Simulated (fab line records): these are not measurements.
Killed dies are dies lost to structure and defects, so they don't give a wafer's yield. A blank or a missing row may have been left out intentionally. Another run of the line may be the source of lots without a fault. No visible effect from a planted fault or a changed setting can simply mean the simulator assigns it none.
A lot that was struck, set against a sound lot	flow gf180mcu	16 steps out of a route of 602
Sound: the wafers L667.3, L667.4, L667.6. Wafers struck: L666.3, L666.4, L666.5. Last of all comes the cause.
For every step that has rows: the tool of each side, followed by ch and its chambers, followed by its first start. Under that, the readings that differ: sound wafers	struck wafers	difference of the means	sigmas: that difference in standard deviations of wafers without a fault.
alike: a reading whose means differ by less than 2 such deviations, as well as words and numbers matching on both sides. not compared: withheld readings; readings where some wafer has no value; bounds like >300 that might hide an equal value; numbers whose values overlap and for which the record gives no deviation.
A row with sigmas, a row that says differs or no value, or rows on one side alone: a step with any of these is where the two part. Non-overlapping numbers with no deviation appear without sigmas and do not part them. A reading missing from all wafers of one side parts the sides only when that side holds two or more wafers.

GF_V4_CMP_04: polishes SiO2.
  sound on cmp-02 ch 1,2,3, day 26 02:34; struck on cmp-01 ch 0,2, day 25 20:40
  alike: motor-current-A, time-to-endpoint-s
GF_V4_BOW_MEAS_05:
  sound on film-metro-03 at day 26 02:55; struck on film-metro-04 at day 25 21:01
  alike: V4_BOW
then, 8 steps without rows for these wafers: GF_V4_DEHYDRATE_06 (time 60 s); GF_V4_HMDS_07 (prime time 60 s); GF_V4_COAT_08; GF_V4_COAT_09 (resist thk 1000 nm); GF_V4_SOFTBAKE_10 (time 60 s); GF_V4_EXPOSE_11 (exposes mask Via4, target cd 260 nm); GF_V4_PEB_12 (peb time 90 s); GF_V4_DEVELOP_13 (develop time 60 s).
GF_V4_CD_MEAS_14 targets a cd of 260 nm.
  sound on cd-sem-01 at day 26 23:42; struck on cd-sem-01 at day 26 18:07
  alike: cd-nm
GF_V4_OVL_MEAS_15:
  sound on overlay-02 at day 26 23:49; struck on overlay-02 at day 26 18:12
  alike: V4_OVL
GF_V4_ETCH_16: etches BARC in N2/H2.
  sound on rie-diel-01 ch 2,3, day 26 23:50; struck on rie-diel-01 ch 1,3, day 26 18:14
  no value came back on the struck wafers for any of 5 readings (bias-w (W), chamber-pressure-mTorr (mTorr) and others); on the sound wafers bias-w (W) reads 99.51 100.35 99.27
GF_V4_ETCH_17: etches SiO2 in C4F8/O2/Ar, stops on TiN, target depth 630 nm.
  sound on rie-diel-01 ch 2,3; struck on rie-diel-01 ch 1,3
reading	sound	struck	difference	sigmas
oes-product-au (a.u.)	0.851 0.860 0.861	0.374 0.371 0.370	-0.486	-95
  alike: bias-w, chamber-pressure-mTorr
GF_V4_STRIP_18: strips in O2/N2.
  sound on plasma-asher-04 ch 0,1, day 27 00:00; struck on plasma-asher-04 ch 0,1, day 26 18:23
reading	sound	struck	difference	sigmas
oes-product-au (a.u.)	0.599 0.581 0.595	0.610 0.606 0.613	+0.018	+4
  alike: drypump-motor-current-A, heater-power-w
  not compared: rf-hours-counter-h
then, 1 step without rows for these wafers: GF_V4_STRIP_19 (strips in post etch residue remover, time 1200 s).

== WHERE THEY PART ==
At GF_V4_ETCH_16 first; at GF_V4_STRIP_18 last (within this record only).

WHY: whatever the simulator had introduced
Entire step skipped (rie-diel-01, GF_V4_ETCH_16), from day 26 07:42 onward. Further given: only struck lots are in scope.
